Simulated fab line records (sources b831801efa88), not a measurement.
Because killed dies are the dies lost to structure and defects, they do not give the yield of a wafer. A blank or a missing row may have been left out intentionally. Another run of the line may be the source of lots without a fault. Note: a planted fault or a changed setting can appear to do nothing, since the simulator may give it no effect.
Lot-split experiment | flow gf180mcu | 5 lots, 23 wafers read, on a route of 602 steps

## SPLIT DETAILS
At GF_V5_CVD_23 (deposits W, target thk 350 nm, time 104.9 s), the setting pressureTorr was moved away from the recipe's 40 Torr on 20 of the 23 wafers read, by -9.3% to +11.5%. This setting was run at the recipe's value on the other wafers.

Split to reading: the file shows no intervening step.

## THE READING
V5_W_RS, in ohm/sq, at GF_V5_RS_MEAS_24 (measures by four-point-probe). Fault-free wafers of this fab line usually give 0.326 ohm/sq, standard deviation 0.0052 ohm/sq.

wafer  | tool, chamber at the split | pressureTorr as run, Torr | against the recipe | V5_W_RS, ohm/sq | against lot-mates on the recipe
L074.1 | cvdW-01, 0,1,0,0,1         | 38.04                     | -4.9%              | 0.338           | no lot-mate on the recipe
L074.3 | cvdW-01, 0,1,0,0,1         | 38.04                     | -4.9%              | 0.339           | no lot-mate on the recipe
L074.4 | cvdW-01, 0,1,0,0,1         | 38.04                     | -4.9%              | 0.336           | no lot-mate on the recipe
L074.5 | cvdW-01, 0,1,0,0,1         | 38.04                     | -4.9%              | 0.336           | no lot-mate on the recipe
L074.6 | cvdW-01, 0,1,0,0,1         | 38.04                     | -4.9%              | 0.336           | no lot-mate on the recipe
L076.1 | cvdW-01, 0,1,0             | 40                        | recipe             | 0.333           | -
L076.4 | cvdW-01, 0,1,0             | 40                        | recipe             | 0.334           | -
L076.5 | cvdW-01, 0,1,0             | 40                        | recipe             | 0.334           | -
L080.1 | cvdW-02, 1,0,1,0,1         | 44.62                     | +11.5%             | 0.312           | no lot-mate on the recipe
L080.2 | cvdW-02, 1,0,1,0,1         | 44.62                     | +11.5%             | 0.300           | no lot-mate on the recipe
L080.4 | cvdW-02, 1,0,1,0,1         | 44.62                     | +11.5%             | 0.306           | no lot-mate on the recipe
L080.5 | cvdW-02, 1,0,1,0,1         | 44.62                     | +11.5%             | 0.301           | no lot-mate on the recipe
L080.6 | cvdW-02, 1,0,1,0,1         | 44.62                     | +11.5%             | 0.309           | no lot-mate on the recipe
L083.1 | cvdW-02, 1,0,1,0,1         | 36.28                     | -9.3%              | 0.344           | no lot-mate on the recipe
L083.2 | cvdW-02, 1,0,1,0,1         | 36.28                     | -9.3%              | 0.337           | no lot-mate on the recipe
L083.3 | cvdW-02, 1,0,1,0,1         | 36.28                     | -9.3%              | 0.343           | no lot-mate on the recipe
L083.4 | cvdW-02, 1,0,1,0,1         | 36.28                     | -9.3%              | 0.338           | no lot-mate on the recipe
L083.6 | cvdW-02, 1,0,1,0,1         | 36.28                     | -9.3%              | 0.343           | no lot-mate on the recipe
L085.1 | cvdW-01, 0,1,1,1,0         | 44.49                     | +11.2%             | 0.315           | no lot-mate on the recipe
L085.2 | cvdW-01, 0,1,1,1,0         | 44.49                     | +11.2%             | 0.316           | no lot-mate on the recipe
L085.4 | cvdW-01, 0,1,1,1,0         | 44.49                     | +11.2%             | 0.312           | no lot-mate on the recipe
L085.5 | cvdW-01, 0,1,1,1,0         | 44.49                     | +11.2%             | 0.315           | no lot-mate on the recipe
L085.6 | cvdW-01, 0,1,1,1,0         | 44.49                     | +11.2%             | 0.314           | no lot-mate on the recipe
If several chambers appear in one row, that row covers several wafers at once and the file leaves open which wafer was in which chamber.

FIT RESULTS
A straight line over all 23 wafers: V5_W_RS changes by -0.00157 ohm/sq for each +1% of pressureTorr; r = -0.95; the points scatter about the line by 0.0046 ohm/sq.
Too few moved wafers have a lot-mate on the recipe to fit a line with each lot's own level taken away.

## THE FILE'S OWN FIT
V5_W_RS changes by -0.00158 ohm/sq for each +1% of pressureTorr, r = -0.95.
